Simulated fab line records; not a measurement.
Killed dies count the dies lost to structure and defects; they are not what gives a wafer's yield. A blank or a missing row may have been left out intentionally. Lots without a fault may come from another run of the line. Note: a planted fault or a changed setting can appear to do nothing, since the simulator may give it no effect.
Problem report in the 8D (eight disciplines) form, filled by code | flow sky130 | the parts of the form that need people (team, actions taken, sign-off) are left out

1. PROBLEM STATEMENT
VIA1_W_RS at SKY_VIA1_RS_MEAS_22 reads a mean of 0.462 ohm/sq on 4 wafers of 3 lots; wafers without a fault read 0.426 ohm/sq with a standard deviation of 0.0035. Measured from the usual mean, that is +10 standard deviations.
The step: measures by four-point-probe.
First seen on wafer L837.2, day 35 23:17, on film metro-02. Wafers with a number at this step in the record: 33, from 11 lots. Rule for "out", or "out of limits": more than 4 standard deviations from the usual mean. Any other wafer with a number is counted as sound.

2. WHAT IT IS, WHAT IT ISN'T
question                    | is                             | is not
which readings at this step | VIA1_W_RS                      | -
which lots                  | L837, L839, L840               | L831, L835, L843, L848, L849, L851, L852, L853
which wafers of those lots  | L837.2, L839.2, L839.4, L840.6 | L837.1, L837.3, L839.1, L840.3, L840.5
read on which gauges        | film metro-02, film metro-03   | film metro-01
when                        | from day 35 23:17              | up to then (8 sound wafers); but 21 sound wafers of L839, L840, L843, L848, L849, L851, L852, L853 came after

3. WHAT RULES OUT EACH SUSPECT
Counting: a tool at a process step up to the reading stays a suspect if it ran every lot that is out. Sound lots after the first of them don't rule it out here, since some wafers of a struck lot are sound.
- the gauge at SKY_VIA1_RS_MEAS_22 has been ruled out. Those wafers that are out were read across 2 gauges (film metro-02, film metro-03).
- cvd w-02 at SKY_VIA1_CVD_21 (deposits W, target thk 270 nm, time 80.902 s): kept. It processed each lot that is out (first: L837, day 35 23:11); up to then, its last sound lot is L835 (day 35 06:26).
After counting, what remains is cvd w-02 at SKY_VIA1_CVD_21.

4. THE CAUSE (what the simulator had put in)
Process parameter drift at SKY_VIA1_CVD_21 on cvd w-02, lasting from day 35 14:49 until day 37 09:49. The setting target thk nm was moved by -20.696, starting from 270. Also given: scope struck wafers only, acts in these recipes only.
After counting, this tool was the only one left.

5. THE CHAIN OF EFFECTS, in route order
One row per reading whose mean, taken over the struck wafers that have a number, lies over 3 standard deviations from the usual. Only readings for which the record gives a usual standard deviation are gone through. hours: the time from each lot's start at the first step in this table that gives one to its start at this step, as a median over the lots. sigmas: the change in usual standard deviations.
hours | step                 | reading    | usual        | on struck wafers | change | sigmas
0     | SKY_VIA1_RS_MEAS_22  | VIA1_W_RS  | 0.426 ohm/sq | 0.462            | +0.036 | +10
0     | SKY_VIA1_THK_MEAS_23 | VIA1_W_THK | 258 nm       | 239              | -19    | -6.1

6. HOW IT WOULD HAVE BEEN CAUGHT EARLIER
In this record the first reading out of limits at a measuring or inspecting step was taken at day 35 23:17, 8 hours after the fault began at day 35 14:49.
Of the tool readings at SKY_VIA1_CVD_21 for which the record gives a usual standard deviation, none was out on any struck wafer, so an alarm limit of 4 standard deviations on them would not have fired.
Of the lots that are out (3), L839, L840 began SKY_VIA1_CVD_21 on cvd w-02 after day 35 23:17. A hold on the tool at that time would have spared those 2.
